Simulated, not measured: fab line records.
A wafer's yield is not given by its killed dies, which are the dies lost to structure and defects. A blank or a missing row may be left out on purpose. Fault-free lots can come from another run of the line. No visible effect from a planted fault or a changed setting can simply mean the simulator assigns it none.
A lot that was struck, set against a sound lot || flow gf180mcu || 15 steps out of a route of 602
Sound: wafers L493.1, L493.2, L493.6. Struck: wafer L503.2. (L503.1, L503.4 of the same lot were not struck and are left out.) The cause comes at the end.
For every step that has rows: the tool of each side, followed by ch and its chambers, followed by its first start. Under that, the readings that differ: sound wafers || struck wafers || difference of the means || sigmas: that difference in standard deviations of wafers without a fault.
alike: same words and numbers on both sides, and readings whose means sit less than 2 such deviations apart. not compared: any withheld reading, any reading some wafer has no value for, any bound like >300 that may hide the same value, and any number with overlapping values for which the record gives no deviation.
A row with sigmas, a row that says differs or no value, or rows on one side alone: a step with any of these is where the two part. Numbers that have no deviation but don't overlap get no sigmas and don't part them. Lack of a reading on every wafer of one side parts them only where that side has two or more wafers.

GF_M1_SPUTTER_04: material TiN, target thk 50 nm, time 41.7 s.
  struck on pvd sputter-03, day 21 05:32; sound on pvd sputter-03, day 17 07:07
  alike: throttle valve pct
GF_M1_RS_MEAS_05: a four-point-probe measurement.
  struck on film metro-04, day 21 05:35; sound on film metro-04, day 17 07:10
  alike: M1_ALCU_RS
GF_M1_THK_MEAS_06: measures by xrf.
  struck on film metro-04, day 21 05:42; sound on film metro-04, day 17 07:17
  alike: M1_ALCU_THK
then, 7 steps without rows for these wafers: GF_M1_DEHYDRATE_07 (time 60 s); GF_M1_HMDS_08 (prime time 60 s); GF_M1_COAT_09 (resist thk 1000 nm); GF_M1_SOFTBAKE_10 (time 60 s); GF_M1_EXPOSE_11 (exposes mask Metal1, target cd 230 nm); GF_M1_PEB_12 (peb time 90 s); GF_M1_DEVELOP_13 (develop time 60 s).
GF_M1_CD_MEAS_14: target cd 230 nm.
  struck on cd sem-01, day 22 04:41; sound on cd sem-01, day 18 06:43
{"reading": "cd nm (nm)", "sound": "227.0 226.4 227.0", "struck": 231.3, "difference": "+4.5", "sigmas": "+3"}
GF_M1_OVL_MEAS_15:
  struck on overlay-02, day 22 04:49; sound on overlay-02, day 18 06:50
{"reading": "M1_OVL (nm)", "sound": "-11 -10 -11", "struck": 4, "difference": "+15", "sigmas": "+3"}
GF_M1_METAL_ETCH_16: etches the open film in Cl2/BCl3, stops on SiO2, target depth 750.8 nm, time 125.1 s.
  sound on rie metal-03 ch 0,1, day 18 06:52; struck on rie metal-03 ch 1, day 22 04:51
{"reading": "oes product au (a.u.)", "sound": "0.987 0.990 0.992", "struck": 0.790, "difference": -0.200, "sigmas": -34}
{"reading": "throttle valve pct (%)", "sound": "28.228 28.217 28.221", "struck": 28.455, "difference": "+0.233", "sigmas": "+24"}
{"reading": "model.KrF_of_M1_COAT_09.thk nm (nm)", "sound": "686.5 682.2 686.9", "struck": 787.2, "difference": "+102.0", "sigmas": ""}
  alike: drypump motor current A
  not compared: rf hours counter h
GF_M1_STRIP_17: strips in O2/N2.
  sound on plasma asher-02 ch 0,1, day 18 07:00; struck on plasma asher-04 ch 0, day 22 04:59
{"reading": "heater power w (W)", "sound": "313 262 263", "struck": 379, "difference": "+100", "sigmas": "+2"}
{"reading": "oes product au (a.u.)", "sound": "0.535 0.535 0.534", "struck": 0.579, "difference": "+0.044", "sigmas": "+9"}
{"reading": "strip time to endpoint s (s)", "sound": "7.40 7.34 7.40", "struck": 8.37, "difference": "+0.99", "sigmas": "+22"}
  alike: drypump motor current A
  not compared: rf hours counter h
then, 1 step without rows for these wafers: GF_M1_STRIP_18 (strips in post etch residue remover, time 1200 s).

WHERE THEY PART
First at GF_M1_CD_MEAS_14; last, within this record, at GF_M1_STRIP_17.

WHY: whatever the simulator had introduced
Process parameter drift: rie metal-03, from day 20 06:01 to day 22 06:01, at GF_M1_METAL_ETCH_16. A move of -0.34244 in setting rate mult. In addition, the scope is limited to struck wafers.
